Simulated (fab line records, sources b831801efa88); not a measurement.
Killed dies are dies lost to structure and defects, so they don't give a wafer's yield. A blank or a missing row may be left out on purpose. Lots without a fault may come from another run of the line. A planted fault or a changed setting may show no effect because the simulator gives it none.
fab line records | flow gf180mcu
record lots=12 wafers=36 last_day=34
route steps=602 shown POLY_GATE@171 CONTACT@298 M1@321
lots that met no fault: from a run of the same line without faults
start_h: hours from the record's first day to the start of the lot's first wafer shown | wait_h: hours since the lot's step before | " the same as in the row above | L1.1+2: a row that stands for several wafers | - no value, or no start given | * or withheld: withheld | < > ~ a bound
route shown NAME@n: a module of which the file shows steps, and the number in the route of the first | usual: mean/standard deviation of fault-free wafers | same: alike in all rows | chamber/n: place in a boat | sites: the reading at each site | _std_site: their standard deviation | _edge_site: outer sites' mean less inner sites' | radius_mm: how far each site lies from the wafer's centre | mask NAME#n: copy n | behind: the tool/chamber that last shaped the wafer | hold: why the lot was held/for how many hours/how that ended | device: the transistor (n, p or np) that didn't switch | end of line: the same wafers' tests at the end of the route | a step without rows: its recipe alone | killed: dies lost to structure and defects at the first sort, not the wafer's yield | map: a wafer's dies, x killed, . not, _ none there
set.NAME: the setting as run; set.NAME@STEP: as run at that earlier step | model.NAME: the simulator's own value behind a step, which no gauge read
steps of the route over a sample of lots; a table a step, a row a wafer
services: from which hour (start_h, from the record's first day; less than 0 if before it) a tool's chamber was out of use, for how many hours, and why
## steps
# step GF_POLY_GATE_STRIP_14
# recipe chemistry=O2/N2 power_w=1400 pressure_mtorr=1500 platen_temp_c=250 o2_flow_sccm=3000 n2_flow_sccm=300 overash_fraction=0.5
# usual drypump_motor_current_A=5.81/0.19 heater_power_w=338/11 o2_flow_sccm=2999/9.1 oes_product_au=0.505/0.0054
# columns lot.wafer tool chamber start_h wait_h drypump_motor_current_A heater_power_w o2_flow_sccm oes_product_au rf_hours_counter_h
L450.1 plasma_asher-01 0 212.05 0.0 5.99 333 3005 0.499 53
L450.3 " 0 " " 5.99 338 3012 0.506 -
L450.5 " 0 " " 6.01 341 3002 0.500 -
L452.1 plasma_asher-01 0 223.52 0.0 5.96 339 3005 0.501 55
L452.3 " 0 " " 5.99 325 2983 0.511 -
L452.6 " 0 " " 5.97 335 2999 0.502 -
L454.1 plasma_asher-01 0 242.55 0.0 5.97 333 2991 0.506 57
L454.5 " 1 " " 5.58 345 3001 0.504 -
L454.6 " 0 " " 6.00 333 2986 0.503 -
L455.2 plasma_asher-03 0 254.10 0.0 5.82 345 2991 0.511 62
L455.4 " 0 " " 5.84 347 2991 0.498 -
L455.5 " 0 " " 5.84 337 2993 0.502 -
L456.1 plasma_asher-02 0 258.35 0.0 5.80 328 2985 0.504 11
L456.4 " 0 " " 5.79 336 2984 0.511 -
L456.6 " 1 " " 6.15 357 3000 0.506 -
L457.2 plasma_asher-01 0 266.00 0.0 5.99 334 3007 0.503 60
L457.3 " 1 " " 5.60 340 2988 0.506 -
L457.6 " 0 " " 6.00 327 3001 0.509 -
L458.1 plasma_asher-01 1 269.60 0.0 5.59 343 3018 0.507 61
L458.3 " 1 " " 5.60 345 2993 0.501 -
L458.6 " 0 " " 6.01 332 3012 0.504 -
L460.1 plasma_asher-01 0 281.45 0.0 6.01 329 3008 0.506 62
L460.3 " 0 " " 5.99 331 3012 0.503 -
L460.6 " 1 " " 5.60 338 3005 0.498 -
L462.2 plasma_asher-02 0 297.77 0.0 5.80 328 3000 0.501 15
L462.3 " 0 " " 5.80 330 3010 0.501 -
L462.6 " 1 " " 6.15 358 3005 0.515 -
L463.1 plasma_asher-02 0 305.97 0.0 5.80 328 2991 0.510 16
L463.4 " 1 " " 6.10 351 2991 0.499 -
L463.5 " 0 " " 5.81 327 2999 0.502 -
L464.1 plasma_asher-03 0 310.74 0.0 5.85 346 3004 0.502 69
L464.2 " 1 " " 5.58 328 2994 0.502 69
L464.6 " 1 " " 5.56 318 2995 0.497 -
L471.1 plasma_asher-01 0 366.20 0.0 5.99 332 3000 0.507 70
L471.4 " 1 " " 5.61 344 3001 0.511 -
L471.6 " 1 " " 5.59 344 2996 0.506 -
# step GF_CONTACT_EXPOSE_11
# recipe mask_id=Contact target_cd_nm=220 na=0.68 source_shape=conventional sigma_outer=0.6 dose_mj=38
# usual exposure_dose_mJ_cm2=37.98/0.04
# columns lot.wafer tool chamber start_h wait_h mask exposure_dose_mJ_cm2
L450.1 krf_scanner-01 0 370.61 - Contact#0 38.03
L450.3 " 0 " " Contact#0 37.99
L450.5 " 0 " " Contact#0 38.04
L452.1 krf_scanner-01 0 389.31 - Contact#0 38.00
L452.3 " 0 " " Contact#0 37.92
L452.6 " 0 " " Contact#0 37.98
L454.1 krf_scanner-02 0 406.74 - Contact#0 37.98
L454.5 " 0 " " Contact#0 37.95
L454.6 " 0 " " Contact#0 38.01
L455.2 krf_scanner-01 0 423.62 - Contact#0 38.01
L455.4 " 0 " " Contact#0 38.12
L455.5 " 0 " " Contact#0 38.07
L456.1 krf_scanner-02 0 430.31 - Contact#0 37.95
L456.4 " 0 " " Contact#0 37.95
L456.6 " 0 " " Contact#0 38.01
L457.2 krf_scanner-02 0 439.13 - Contact#0 38.03
L457.3 " 0 " " Contact#0 37.95
L457.6 " 0 " " Contact#0 38.01
L458.1 krf_scanner-02 0 442.54 - Contact#0 37.99
L458.3 " 0 " " Contact#0 37.98
L458.6 " 0 " " Contact#0 37.99
L460.1 krf_scanner-01 0 457.91 - Contact#0 38.03
L460.3 " 0 " " Contact#0 37.91
L460.6 " 0 " " Contact#0 37.98
L462.2 krf_scanner-02 0 478.37 - Contact#0 37.93
L462.3 " 0 " " Contact#0 37.93
L462.6 " 0 " " Contact#0 38.00
L463.1 krf_scanner-01 0 486.91 - Contact#0 38.41
L463.4 " 0 " " Contact#0 38.40
L463.5 " 0 " " Contact#0 38.39
L464.1 krf_scanner-02 0 492.65 - Contact#0 37.95
L464.2 " 0 " " Contact#0 38.02
L464.6 " 0 " " Contact#0 37.93
L471.1 krf_scanner-02 0 550.70 - Contact#0 37.93
L471.4 " 0 " " Contact#0 37.98
L471.6 " 0 " " Contact#0 37.96
# step GF_CONTACT_CD_MEAS_14
# recipe target_cd_nm=220
# usual cd_nm=220.3/1.5
# columns lot.wafer tool chamber start_h wait_h hold cd_nm
L450.1 cd_sem-02 - 381.83 0.2 - 221.8
L450.3 " - " " - 220.4
L450.5 " - " " - 221.1
L452.1 cd_sem-02 - 400.74 0.1 - 219.6
L452.3 " - " " - 219.8
L452.6 " - " " - 220.8
L454.1 cd_sem-02 - 418.19 0.1 - 220.1
L454.5 " - " " - 221.1
L454.6 " - " " - 220.9
L455.2 cd_sem-02 - 435.96 0.1 - 221.1
L455.4 " - " " - 221.4
L455.5 " - " " - 220.6
L456.1 cd_sem-01 - 442.26 0.1 - 220.4
L456.4 " - " " - 220.1
L456.6 " - " " - 219.5
L457.2 cd_sem-02 - 450.96 0.1 - 219.5
L457.3 " - " " - 219.1
L457.6 " - " " - 220.6
L458.1 cd_sem-01 - 454.13 0.1 - 223.3
L458.3 " - " " - 221.2
L458.6 " - " " - 221.9
L460.1 cd_sem-01 - 470.14 0.1 - 218.6
L460.3 " - " " - 219.1
L460.6 " - " " - 219.0
L462.2 cd_sem-02 - 489.73 0.1 - 223.6
L462.3 " - " " - 223.0
L462.6 " - " " - 222.9
L463.1 cd_sem-02 - 498.86 0.1 await_dispo/0.2h/release 204.1
L463.4 " - " " await_dispo/0.2h/release 215.6
L463.5 " - " " await_dispo/0.2h/release 211.6
L463.1 cd_sem-02 - 499.28 0.4 - 204.1
L463.4 " - " " - 215.9
L463.5 " - " " - 211.5
L464.1 cd_sem-01 - 504.29 0.1 - 220.1
L464.2 " - " " - 219.6
L464.6 " - " " - 220.5
L471.1 cd_sem-01 - 561.63 0.1 - 221.3
L471.4 " - " " - 221.4
L471.6 " - " " - 220.0
# step GF_CONTACT_RS_MEAS_25
# recipe thk_meas_gauge=four-point-probe reads=W_of_CONTACT_CVD_24+TiN_of_CONTACT_SPUTTER_23+Ti_of_CONTACT_SPUTTER_22
# usual CONTACT_W_RS=0.382/0.0068
# columns lot.wafer tool chamber start_h wait_h CONTACT_W_RS[ohm/sq]
L450.1 film_metro-03 - 382.66 0.1 0.391
L450.3 " - " " 0.390
L450.5 " - " " 0.389
L452.1 film_metro-03 - 401.55 0.1 0.386
L452.3 " - " " 0.383
L452.6 " - " " 0.384
L454.1 film_metro-03 - 419.00 0.1 0.371
L454.5 " - " " 0.377
L454.6 " - " " 0.390
L455.2 film_metro-01 - 436.77 0.1 0.374
L455.4 " - " " 0.383
L455.5 " - " " 0.387
L456.1 film_metro-01 - 443.09 0.1 0.374
L456.4 " - " " 0.371
L456.6 " - " " 0.367
L457.2 film_metro-01 - 451.78 0.1 0.384
L457.3 " - " " 0.366
L457.6 " - " " 0.386
L458.1 film_metro-01 - 454.95 0.1 0.387
L458.3 " - " " 0.381
L458.6 " - " " 0.372
L460.1 film_metro-03 - 470.95 0.1 0.371
L460.3 " - " " 0.389
L460.6 " - " " 0.369
L462.2 film_metro-01 - 490.55 0.1 0.386
L462.3 " - " " 0.389
L462.6 " - " " 0.386
L464.1 film_metro-03 - 505.10 0.1 0.381
L464.2 " - " " 0.387
L464.6 " - " " 0.386
L463.1 film_metro-03 - 506.98 0.1 0.375
L463.4 " - " " 0.374
L463.5 " - " " 0.372
L471.1 film_metro-03 - 562.45 0.1 0.388
L471.4 " - " " 0.383
L471.6 " - " " 0.383
# step GF_M1_THK_MEAS_06
# recipe thk_meas_gauge=xrf reads=AlCu_of_M1_SPUTTER_02
# usual M1_ALCU_THK=455/5.9
# columns lot.wafer tool chamber start_h wait_h M1_ALCU_THK[nm]
L450.1 film_metro-04 - 383.48 0.1 463
L450.3 " - " " 456
L450.5 " - " " 455
L452.1 film_metro-03 - 402.37 0.1 453
L452.3 " - " " 456
L452.6 " - " " 452
L454.1 film_metro-03 - 419.83 0.1 448
L454.5 " - " " 448
L454.6 " - " " 447
L455.2 film_metro-04 - 437.58 0.1 463
L455.4 " - " " 469
L455.5 " - " " 464
L456.1 film_metro-04 - 444.23 0.1 457
L456.4 " - " " 453
L456.6 " - " " 458
L457.2 film_metro-04 - 452.59 0.1 458
L457.3 " - " " 459
L457.6 " - " " 457
L458.1 film_metro-02 - 455.77 0.1 454
L458.3 " - " " 452
L458.6 " - " " 452
L460.1 film_metro-02 - 471.77 0.1 457
L460.3 " - " " 456
L460.6 " - " " 458
L462.2 film_metro-04 - 491.36 0.1 459
L462.3 " - " " 457
L462.6 " - " " 459
L464.1 film_metro-04 - 505.93 0.1 458
L464.2 " - " " 461
L464.6 " - " " 458
L463.1 film_metro-03 - 507.80 0.1 448
L463.4 " - " " 447
L463.5 " - " " 446
L471.1 film_metro-04 - 563.27 0.1 457
L471.4 " - " " 459
L471.6 " - " " 462
## services
# columns tool chamber start_h hours kind
krf_scanner-01 - 191.24 0.8 pm
krf_scanner-02 - 197.05 0.8 pm
krf_scanner-02 - 199.23 1.3 pm
krf_scanner-01 - 227.47 1.1 repair
plasma_asher-01 - 260.75 1.5 repair
krf_scanner-01 - 264.45 3.9 repair
krf_scanner-02 - 297.72 4.0 pm
plasma_asher-01 - 310.41 4.3 repair
krf_scanner-02 - 317.63 1.0 pm
krf_scanner-01 - 318.63 1.0 pm
krf_scanner-01 - 357.13 1.3 pm
krf_scanner-01 - 360.04 0.8 pm
krf_scanner-02 - 365.85 0.8 pm
krf_scanner-02 - 375.13 1.3 pm
krf_scanner-01 - 384.49 0.8 pm
plasma_asher-01 - 402.89 4.3 repair
krf_scanner-02 - 408.20 4.7 repair
plasma_asher-01 - 469.80 0.8 repair
krf_scanner-02 - 471.83 4.4 pm
krf_scanner-02 - 486.63 1.0 pm
krf_scanner-01 - 487.63 1.0 pm
krf_scanner-02 - 495.76 9.8 repair
krf_scanner-01 - 528.84 0.8 pm
krf_scanner-02 - 534.65 0.8 pm
## key
first_sign step=GF_CONTACT_EXPOSE_11 reading=exposure_dose_mJ_cm2 direction=up sigmas=11 usual=37.98 struck=38.40
effect step=GF_CONTACT_CD_MEAS_14 reading=visit direction=added through=control_loop
effect step=GF_CONTACT_CD_MEAS_14 reading=cd_nm direction=down sigmas=6.6 usual=220.3 struck=210.4 through=control_loop
met_at GF_CONTACT_EXPOSE_11
struck_lots L463
tester_left_out L463
loop_trim step=GF_CONTACT_EXPOSE_11 setting=dose lots=L463
not_acting_at GF_POLY_GATE_STRIP_14,GF_CONTACT_RS_MEAS_25,GF_M1_THK_MEAS_06
onset_between 457.91 486.91
fault kind=process_parameter_drift tool=krf_scanner-01 chamber=- onset_h=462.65 steps=GF_CONTACT_EXPOSE_11 channel=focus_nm offset=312 spread_by_wafer=0.3 shape=step end_h=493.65
# tester_left_out: of these lots the tester's yield and bins aren't shown, on N5 and GAA mostly nor the transistor test; their killed dies are dies lost to structure and defects alone, not to doping, threshold or leakage, so they don't give the yield
# loop_trim: a control loop set the setting to another value than it would have without faults
